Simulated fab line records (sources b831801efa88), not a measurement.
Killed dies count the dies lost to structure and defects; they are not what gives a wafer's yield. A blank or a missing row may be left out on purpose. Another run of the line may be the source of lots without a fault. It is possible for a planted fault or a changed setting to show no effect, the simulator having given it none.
A struck lot beside a sound one :: flow gf180mcu :: 14 out of 602 route steps
Sound: these wafers, L780.4, L780.5, L780.6. Wafers struck: L775.1, L775.5, L775.6. The cause comes at the end.
Each step with rows lists, per side, the tool, then ch with its chambers, then its first start. Under that, the readings that differ: sound wafers :: struck wafers :: difference of the means :: sigmas: that difference in standard deviations of wafers without a fault.
alike: readings with means less than 2 such deviations apart, plus words and numbers identical on both sides. not compared: withheld readings, readings lacking a value on some wafer, bounds such as >300 that could conceal the same value, and numbers that have no deviation in the record and whose values overlap.
Wherever a step has rows on one side only, a row that says differs or no value, or a row with sigmas, the two part there. Numbers that have no deviation but don't overlap get no sigmas and don't part them. A reading that every wafer of one side lacks parts them only if that side has two wafers or more.

first, 2 steps without rows for these wafers: GF_VT_IMPLANT_PEB_05; GF_VT_IMPLANT_DEVELOP_06 (develop time 60 s).
GF_VT_IMPLANT_OVL_MEAS_07:
  sound on overlay-01 at day 9 11:16; struck on overlay-01 at day 8 06:55
  alike: VT_IMPLANT_OVL
then, 1 step without rows for these wafers: GF_VT_IMPLANT_IMPLANT_08.
GF_VT_IMPLANT_STRIP_09: strips in O2/N2.
  sound on plasma-asher-03 ch 0,1, day 9 11:28; struck on plasma-asher-02 ch 0,1, day 8 07:06
reading: strip-time-to-endpoint-s (s)
sound: 12.67 12.58 12.58
struck: 12.50 12.54 12.54
difference: -0.08
sigmas: -3
  alike: drypump-motor-current-A, heater-power-w, oes-product-au
  not compared: rf-hours-counter-h
GF_VT_IMPLANT_TW_MEAS_10:
  sound on film-metro-03 at day 9 11:34; struck on film-metro-02 at day 8 07:12
  alike: VT_IMPLANT_TW
then, 6 steps without rows for these wafers: GF_VT_IMPLANT_DEHYDRATE_11 (time 60 s); GF_VT_IMPLANT_HMDS_12 (prime time 60 s); GF_VT_IMPLANT_COAT_13 (resist thk 1000 nm); GF_VT_IMPLANT_SOFTBAKE_14 (time 60 s); GF_VT_IMPLANT_EXPOSE_15 (exposes mask Nwell LV AREA, target cd 860 nm); GF_VT_IMPLANT_PEB_16.
GF_VT_IMPLANT_DEVELOP_17: develop time 60 s.
  struck on litho-track-03, day 8 23:02; sound on litho-track-02 ch 0, day 10 04:38
  no value came back on the struck wafers for chill-plate-temp-C (C), develop-time-s (s); on the sound wafers chill-plate-temp-C (C) reads 23.08 22.89 22.79
GF_VT_IMPLANT_OVL_MEAS_18:
  sound on overlay-02 at day 10 04:44; struck on overlay-01 at day 8 23:11
reading: VT_IMPLANT_01_OVL (nm)
sound: 0.1 0.5 -0.9
struck: - - -
difference: no value on the struck wafers
sigmas: 

## WHERE THEY PART
Last at GF_VT_IMPLANT_OVL_MEAS_18 as far as this record goes, first at GF_VT_IMPLANT_STRIP_09.

WHY: the cause the simulator had injected
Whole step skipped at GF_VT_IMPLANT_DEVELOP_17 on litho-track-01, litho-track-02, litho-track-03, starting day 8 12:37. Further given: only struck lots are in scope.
